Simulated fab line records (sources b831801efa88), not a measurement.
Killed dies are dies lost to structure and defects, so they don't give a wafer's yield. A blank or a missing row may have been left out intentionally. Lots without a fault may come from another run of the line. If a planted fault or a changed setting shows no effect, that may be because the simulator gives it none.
Problem report in the 8D (eight disciplines) form, filled by code || flow gf180mcu || the parts of the form that need people (team, actions taken, sign-off) are left out

## 1. THE ISSUE
Mean M1_ALCU_RS at GF_M1_RS_MEAS_05: 0.1140 ohm/sq over 6 wafers in 2 lots; fault-free wafers: 0.0695 ohm/sq, standard deviation 0.00065. Measured from the usual mean, that is +69 standard deviations.
The step: measures by four-point-probe.
Earliest sighting: wafer L901.1 on film metro-04 at day 19 11:26. The record has a number at this step for 36 wafers belonging to 12 lots. By rule, "out" or "out of limits" means more than 4 standard deviations away from the usual mean. Any other wafer with a number is counted as sound.

## 2. WHAT IT IS AND WHAT IT IS NOT
{"question": "which readings at this step", "is": "M1_ALCU_RS", "is not": "-"}
{"question": "which lots", "is": "L901, L904", "is not": "L892, L893, L894, L898, L906, L911, L912, L913, L914, L915"}
{"question": "which wafers of those lots", "is": "all that have a number", "is not": "-"}
{"question": "read on which gauges", "is": "film metro-04", "is not": "film metro-01, film metro-02"}
{"question": "when", "is": "from day 19 11:26", "is not": "up to then (12 sound wafers); but 18 sound wafers of L906, L911, L912, L913, L914, L915 came after"}

## 3. SUSPECTS, AND WHAT RULES EACH OUT
Counting: a tool at a process step up to the reading stays a suspect if it ran every lot that is out and no sound lot after the first of them.
- the gauge at GF_M1_RS_MEAS_05: kept. All the wafers that are out were read on film metro-04, and no step on other tools shows them out.
- pvd sputter-01 at GF_M1_SPUTTER_02 (material AlCu, target thk 450 nm, time 23.9 s): ruled out as a lasting fault. After its first lot that is out, L901 (day 19 11:20), sound lots L913 ran on it.
Remaining after the count: film metro-04 at GF_M1_RS_MEAS_05.

## 4. THE CAUSE (what the simulator had put in)
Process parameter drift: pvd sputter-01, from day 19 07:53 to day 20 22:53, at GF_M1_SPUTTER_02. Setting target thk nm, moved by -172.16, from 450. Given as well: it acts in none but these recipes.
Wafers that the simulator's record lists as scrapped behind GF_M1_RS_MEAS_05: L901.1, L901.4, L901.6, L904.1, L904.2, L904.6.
The count ruled it out by mistake, since the rule takes a fault to strike every lot its tool runs from the start of the fault on, and this one did not do so.

## 5. THE CHAIN OF EFFECTS, in route order
Rows list readings where the struck wafers' mean (over those with a number) sits beyond 3 standard deviations from the usual. Only readings whose record carries a usual standard deviation are examined. hours: median over the lots of the time between each lot's start at the first step of this table that gives one and its start at this step. sigmas: the change, counted in usual standard deviations.
{"hours": 0, "step": "GF_M1_RS_MEAS_05", "reading": "M1_ALCU_RS", "usual": "0.0695 ohm/sq", "on struck wafers": 0.1140, "change": "+0.0445", "sigmas": "+69"}

## 6. WHAT WOULD HAVE CAUGHT IT SOONER
Counted from the fault's start at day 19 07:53, it took 4 hours until the first out-of-limits reading at a measuring or inspecting step in this record, taken at day 19 11:26.
An alarm limit of 4 standard deviations would not have fired on the tool readings at GF_M1_SPUTTER_02 for which the record gives a usual standard deviation, since none of them was out on any struck wafer.
